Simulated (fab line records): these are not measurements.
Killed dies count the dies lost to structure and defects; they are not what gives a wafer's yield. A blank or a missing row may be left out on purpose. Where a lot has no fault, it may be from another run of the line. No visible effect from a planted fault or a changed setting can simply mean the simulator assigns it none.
The tool behind it: which one? :: flow sky130 :: 11 lots with 33 wafers sampled at 6 steps, on a route of 708 steps

## WHAT THE GAUGES SHOWED, per wafer
SKY_LDD_N_TW_MEAS_17. Usual: LDD_N_TW 2601, standard deviation 16.
lot: L553
measured: day 18 11:52
on: film-metro-01
LDD_N_TW: 2625 2632 2628
flag: 

lot: L555
measured: day 19 01:21
on: film-metro-01
LDD_N_TW: 2636 2619 2613
flag: 

lot: L556
measured: day 19 02:34
on: film-metro-03
LDD_N_TW: 2696 2693 2713
flag: OFF

lot: L560
measured: day 20 12:04
on: film-metro-04
LDD_N_TW: 2699 2694 2698
flag: OFF

lot: L565
measured: day 22 08:11
on: film-metro-04
LDD_N_TW: 2698 2710 2701
flag: OFF

lot: L566
measured: day 22 13:11
on: film-metro-03
LDD_N_TW: 2599 2591 2590
flag: 

lot: L567
measured: day 23 06:38
on: film-metro-03
LDD_N_TW: 2604 2595 2576
flag: 

lot: L572
measured: day 24 12:28
on: film-metro-03
LDD_N_TW: 2592 2587 2591
flag: 

lot: L573
measured: day 24 23:27
on: film-metro-03
LDD_N_TW: 2588 2614 2588
flag: 

lot: L574
measured: day 25 16:49
on: film-metro-01
LDD_N_TW: 2610 2616 2622
flag: 

lot: L575
measured: day 26 01:12
on: film-metro-04
LDD_N_TW: 2606 2607 2590
flag: 

SKY_LDD_HVP_OVL_MEAS_07. Usual: LDD_HVP_OVL 0.2 nm, standard deviation 1.6.
lot: L553
measured: day 22 09:01
on: overlay-01
LDD_HVP_OVL (nm): 1.0 -1.4 -1.7
flag: 

lot: L555
measured: day 22 23:08
on: overlay-02
LDD_HVP_OVL (nm): -2.4 0.0 -2.6
flag: 

lot: L556
measured: day 23 00:43
on: overlay-01
LDD_HVP_OVL (nm): 1.1 -0.4 -0.9
flag: 

lot: L560
measured: day 24 07:06
on: overlay-02
LDD_HVP_OVL (nm): 1.9 2.1 3.0
flag: 

lot: L565
measured: day 26 00:46
on: overlay-02
LDD_HVP_OVL (nm): 0.0 -1.1 -2.0
flag: 

lot: L566
measured: day 26 06:20
on: overlay-02
LDD_HVP_OVL (nm): 1.4 0.7 1.1
flag: 

lot: L567
measured: day 26 23:28
on: overlay-01
LDD_HVP_OVL (nm): -2.4 -1.6 -1.0
flag: 

lot: L572
measured: day 28 03:40
on: overlay-01
LDD_HVP_OVL (nm): 2.6 -0.3 4.1
flag: 

lot: L573
measured: day 28 15:10
on: overlay-01
LDD_HVP_OVL (nm): -2.8 -0.4 -1.1
flag: 

lot: L574
measured: day 29 07:40
on: overlay-02
LDD_HVP_OVL (nm): 0.3 2.1 1.1
flag: 

lot: L575
measured: day 29 16:01
on: overlay-02
LDD_HVP_OVL (nm): 2.6 0.7 1.5
flag: 

## TOOL THAT RAN EACH LOT (tool first, then ch and the chambers of the sampled wafers, then the start)
lot: L553
SKY_RES_PROTECT_STRIP_07: plasma-asher-01 ch 0,1, day 15 17:19
SKY_POLY_GATE_ETCH_17: rie-si-02 ch 0,2,3, day 17 02:19
SKY_LDD_N_IMPLANT_11: implanter-03 ch 0, day 18 11:02
SKY_LDD_N_STRIP_16: plasma-asher-02 ch 0,1, day 18 11:46

lot: L555
SKY_RES_PROTECT_STRIP_07: plasma-asher-02 ch 0,1, day 16 08:07
SKY_POLY_GATE_ETCH_17: rie-si-01 ch 0,2,3, day 17 14:46
SKY_LDD_N_IMPLANT_11: implanter-03 ch 0, day 19 00:30
SKY_LDD_N_STRIP_16: plasma-asher-04 ch 0,1, day 19 01:15

lot: L556
SKY_RES_PROTECT_STRIP_07: plasma-asher-01 ch 0,1, day 16 08:34
SKY_POLY_GATE_ETCH_17: rie-si-02 ch 1,3, day 17 16:22
SKY_LDD_N_IMPLANT_11: implanter-04 ch 0, day 19 01:24
SKY_LDD_N_STRIP_16: plasma-asher-04 ch 0,1, day 19 02:28

lot: L560
SKY_RES_PROTECT_STRIP_07: plasma-asher-01 ch 0,1, day 17 15:25
SKY_POLY_GATE_ETCH_17: rie-si-01 ch 0,2,3, day 19 00:37
SKY_LDD_N_IMPLANT_11: implanter-01 ch 0, day 20 10:56
SKY_LDD_N_STRIP_16: plasma-asher-04 ch 0,1, day 20 11:58

lot: L565
SKY_RES_PROTECT_STRIP_07: plasma-asher-01 ch 0,1, day 19 13:19
SKY_POLY_GATE_ETCH_17: rie-si-01 ch 0,1, day 20 21:46
SKY_LDD_N_IMPLANT_11: implanter-01 ch 0, day 22 07:01
SKY_LDD_N_STRIP_16: plasma-asher-02 ch 0,1, day 22 08:05

lot: L566
SKY_RES_PROTECT_STRIP_07: plasma-asher-03 ch 0,1, day 19 18:21
SKY_POLY_GATE_ETCH_17: rie-si-02 ch 2,3, day 21 03:37
SKY_LDD_N_IMPLANT_11: implanter-01 ch 0, day 22 12:22
SKY_LDD_N_STRIP_16: plasma-asher-04 ch 0,1, day 22 13:06

lot: L567
SKY_RES_PROTECT_STRIP_07: plasma-asher-02 ch 0,1, day 20 06:28
SKY_POLY_GATE_ETCH_17: rie-si-01 ch 0,2,3, day 21 21:49
SKY_LDD_N_IMPLANT_11: implanter-04 ch 0, day 23 05:47
SKY_LDD_N_STRIP_16: plasma-asher-01 ch 0,1, day 23 06:31

lot: L572
SKY_RES_PROTECT_STRIP_07: plasma-asher-02 ch 0,1, day 21 19:46
SKY_POLY_GATE_ETCH_17: rie-si-01 ch 1,2, day 23 04:13
SKY_LDD_N_IMPLANT_11: implanter-01 ch 0, day 24 11:37
SKY_LDD_N_STRIP_16: plasma-asher-04 ch 1, day 24 12:22

lot: L573
SKY_RES_PROTECT_STRIP_07: plasma-asher-02 ch 0,1, day 22 06:22
SKY_POLY_GATE_ETCH_17: rie-si-01 ch 1,2,3, day 23 14:37
SKY_LDD_N_IMPLANT_11: implanter-01 ch 0, day 24 22:36
SKY_LDD_N_STRIP_16: plasma-asher-04 ch 0,1, day 24 23:21

lot: L574
SKY_RES_PROTECT_STRIP_07: plasma-asher-01 ch 0,1, day 23 00:58
SKY_POLY_GATE_ETCH_17: rie-si-02 ch 0,1,3, day 24 08:31
SKY_LDD_N_IMPLANT_11: implanter-04 ch 0, day 25 15:58
SKY_LDD_N_STRIP_16: plasma-asher-02 ch 0, day 25 16:43

lot: L575
SKY_RES_PROTECT_STRIP_07: plasma-asher-01 ch 0,1, day 23 09:46
SKY_POLY_GATE_ETCH_17: rie-si-01 ch 0,2,3, day 24 17:22
SKY_LDD_N_IMPLANT_11: implanter-03 ch 0, day 26 00:21
SKY_LDD_N_STRIP_16: plasma-asher-02 ch 0,1, day 26 01:06
- SKY_RES_PROTECT_STRIP_07: strips in O2/N2.
- SKY_POLY_GATE_ETCH_17: etches poly-Si in HBr/Cl2, stops on SiO2, target depth 180 nm, time 70.5 s.
- SKY_LDD_N_IMPLANT_11
- SKY_LDD_N_STRIP_16: strips in O2/N2.

## WHAT THE TOOLS THEMSELVES READ (means of the sampled wafers that have a number; where no wafer has one, the mark that the record gives instead)
SKY_RES_PROTECT_STRIP_07. Usual: drypump-motor-current-A 5.67 A, standard deviation 0.16; oes-product-au 0.517 a.u., standard deviation 0.005; strip-time-to-endpoint-s 23.30 s, standard deviation 0.045.
lot: L553
tool: plasma-asher-01
drypump-motor-current-A (A): 5.57
oes-product-au (a.u.): 0.516
strip-time-to-endpoint-s (s): 23.29
flag: 

lot: L555
tool: plasma-asher-02
drypump-motor-current-A (A): 5.77
oes-product-au (a.u.): 0.517
strip-time-to-endpoint-s (s): 23.32
flag: 

lot: L556
tool: plasma-asher-01
drypump-motor-current-A (A): 5.67
oes-product-au (a.u.): 0.519
strip-time-to-endpoint-s (s): 23.23
flag: 

lot: L560
tool: plasma-asher-01
drypump-motor-current-A (A): 5.67
oes-product-au (a.u.): 0.520
strip-time-to-endpoint-s (s): 23.27
flag: 

lot: L565
tool: plasma-asher-01
drypump-motor-current-A (A): 5.58
oes-product-au (a.u.): 0.514
strip-time-to-endpoint-s (s): 23.36
flag: 

lot: L566
tool: plasma-asher-03
drypump-motor-current-A (A): 5.71
oes-product-au (a.u.): 0.516
strip-time-to-endpoint-s (s): 23.35
flag: 

lot: L567
tool: plasma-asher-02
drypump-motor-current-A (A): 5.78
oes-product-au (a.u.): 0.513
strip-time-to-endpoint-s (s): 23.32
flag: 

lot: L572
tool: plasma-asher-02
drypump-motor-current-A (A): 5.82
oes-product-au (a.u.): 0.518
strip-time-to-endpoint-s (s): 23.33
flag: 

lot: L573
tool: plasma-asher-02
drypump-motor-current-A (A): 5.69
oes-product-au (a.u.): 0.519
strip-time-to-endpoint-s (s): 23.28
flag: 

lot: L574
tool: plasma-asher-01
drypump-motor-current-A (A): 5.66
oes-product-au (a.u.): 0.523
strip-time-to-endpoint-s (s): 23.32
flag: 

lot: L575
tool: plasma-asher-01
drypump-motor-current-A (A): 5.58
oes-product-au (a.u.): 0.515
strip-time-to-endpoint-s (s): 23.23
flag: 

SKY_POLY_GATE_ETCH_17. Usual: drypump-motor-current-A 5.7 A, standard deviation 0.49; oes-product-au 0.987 a.u., standard deviation 0.008; throttle-valve-pct 33.684 %, standard deviation 0.0087.
lot: L553
tool: rie-si-02
drypump-motor-current-A (A): 6.0
oes-product-au (a.u.): 0.982
throttle-valve-pct (%): 33.687
flag: 

lot: L555
tool: rie-si-01
drypump-motor-current-A (A): 5.5
oes-product-au (a.u.): 0.983
throttle-valve-pct (%): 33.685
flag: 

lot: L556
tool: rie-si-02
drypump-motor-current-A (A): 5.7
oes-product-au (a.u.): 0.982
throttle-valve-pct (%): 33.683
flag: 

lot: L560
tool: rie-si-01
drypump-motor-current-A (A): 5.5
oes-product-au (a.u.): 0.990
throttle-valve-pct (%): 33.683
flag: 

lot: L565
tool: rie-si-01
drypump-motor-current-A (A): 5.3
oes-product-au (a.u.): 0.990
throttle-valve-pct (%): 33.682
flag: 

lot: L566
tool: rie-si-02
drypump-motor-current-A (A): 5.9
oes-product-au (a.u.): 0.975
throttle-valve-pct (%): 33.688
flag: 

lot: L567
tool: rie-si-01
drypump-motor-current-A (A): 5.4
oes-product-au (a.u.): 0.980
throttle-valve-pct (%): 33.675
flag: 

lot: L572
tool: rie-si-01
drypump-motor-current-A (A): 5.8
oes-product-au (a.u.): 0.984
throttle-valve-pct (%): 33.678
flag: 

lot: L573
tool: rie-si-01
drypump-motor-current-A (A): 5.9
oes-product-au (a.u.): 0.990
throttle-valve-pct (%): 33.696
flag: 

lot: L574
tool: rie-si-02
drypump-motor-current-A (A): 5.9
oes-product-au (a.u.): 0.992
throttle-valve-pct (%): 33.682
flag: 

lot: L575
tool: rie-si-01
drypump-motor-current-A (A): 5.4
oes-product-au (a.u.): 0.996
throttle-valve-pct (%): 33.676
flag: 

SKY_LDD_N_IMPLANT_11. Usual: end-station-pressure-torr at 5.32e-06 Torr, with a standard deviation of 2.5e-07.
lot: L553
tool: implanter-03
end-station-pressure-torr (Torr): 5.48e-06
flag: 

lot: L555
tool: implanter-03
end-station-pressure-torr (Torr): 5.39e-06
flag: 

lot: L556
tool: implanter-04
end-station-pressure-torr (Torr): 5.33e-06
flag: 

lot: L560
tool: implanter-01
end-station-pressure-torr (Torr): 5.49e-06
flag: 

lot: L565
tool: implanter-01
end-station-pressure-torr (Torr): 5.23e-06
flag: 

lot: L566
tool: implanter-01
end-station-pressure-torr (Torr): 5.25e-06
flag: 

lot: L567
tool: implanter-04
end-station-pressure-torr (Torr): 5.04e-06
flag: 

lot: L572
tool: implanter-01
end-station-pressure-torr (Torr): 5.46e-06
flag: 

lot: L573
tool: implanter-01
end-station-pressure-torr (Torr): 5.39e-06
flag: 

lot: L574
tool: implanter-04
end-station-pressure-torr (Torr): 5.19e-06
flag: 

lot: L575
tool: implanter-03
end-station-pressure-torr (Torr): 5.55e-06
flag: 

SKY_LDD_N_STRIP_16. Usual: drypump-motor-current-A 5.74 A, standard deviation 0.13; oes-product-au 0.407 a.u., standard deviation 0.0047; strip-time-to-endpoint-s 4.318 s, standard deviation 0.016.
lot: L553
tool: plasma-asher-02
drypump-motor-current-A (A): 5.80
oes-product-au (a.u.): 0.405
strip-time-to-endpoint-s (s): 4.320
flag: 

lot: L555
tool: plasma-asher-04
drypump-motor-current-A (A): 5.82
oes-product-au (a.u.): 0.411
strip-time-to-endpoint-s (s): 4.320
flag: 

lot: L556
tool: plasma-asher-04
drypump-motor-current-A (A): 5.84
oes-product-au (a.u.): 0.403
strip-time-to-endpoint-s (s): 4.533
flag: OFF

lot: L560
tool: plasma-asher-04
drypump-motor-current-A (A): 5.83
oes-product-au (a.u.): 0.405
strip-time-to-endpoint-s (s): 4.529
flag: OFF

lot: L565
tool: plasma-asher-02
drypump-motor-current-A (A): 5.75
oes-product-au (a.u.): 0.404
strip-time-to-endpoint-s (s): 4.531
flag: OFF

lot: L566
tool: plasma-asher-04
drypump-motor-current-A (A): 5.83
oes-product-au (a.u.): 0.409
strip-time-to-endpoint-s (s): 4.321
flag: 

lot: L567
tool: plasma-asher-01
drypump-motor-current-A (A): 5.64
oes-product-au (a.u.): 0.409
strip-time-to-endpoint-s (s): 4.322
flag: 

lot: L572
tool: plasma-asher-04
drypump-motor-current-A (A): 5.87
oes-product-au (a.u.): 0.404
strip-time-to-endpoint-s (s): 4.290
flag: 

lot: L573
tool: plasma-asher-04
drypump-motor-current-A (A): 5.79
oes-product-au (a.u.): 0.406
strip-time-to-endpoint-s (s): 4.288
flag: 

lot: L574
tool: plasma-asher-02
drypump-motor-current-A (A): 5.61
oes-product-au (a.u.): 0.404
strip-time-to-endpoint-s (s): 4.319
flag: 

lot: L575
tool: plasma-asher-02
drypump-motor-current-A (A): 5.69
oes-product-au (a.u.): 0.405
strip-time-to-endpoint-s (s): 4.295
flag: 

## THE ANSWER, worked out from the rows above alone
Rule: a lot is off if the mean of its wafers that have a number lies more than 3 standard deviations from the usual mean. Also off: a lot with no number at a reading for which 4 or more lots have one. Where the step has rows for the other lots, those lots are counted as sound. Order of review: gauges by route order, followed by the tools' own readings, for which a lot's mean as printed above is used. The first step at which some lot is off is used, and at that step the reading that is off furthest; a lot without a number counts as furthest.
Off: L556, L560, L565, at SKY_LDD_N_TW_MEAS_17 (LDD_N_TW).
A tool fits if, at a process step before that reading, it ran every lot that is off, and no sound lot after the first of them. Not tried: the gauges at SKY_LDD_N_TW_MEAS_17; whatever is off there is also off at SKY_LDD_N_STRIP_16, on other tools, and gauge error can't account for it. None of those tried fits.

## WHAT HAD BEEN PUT IN BY THE SIMULATOR
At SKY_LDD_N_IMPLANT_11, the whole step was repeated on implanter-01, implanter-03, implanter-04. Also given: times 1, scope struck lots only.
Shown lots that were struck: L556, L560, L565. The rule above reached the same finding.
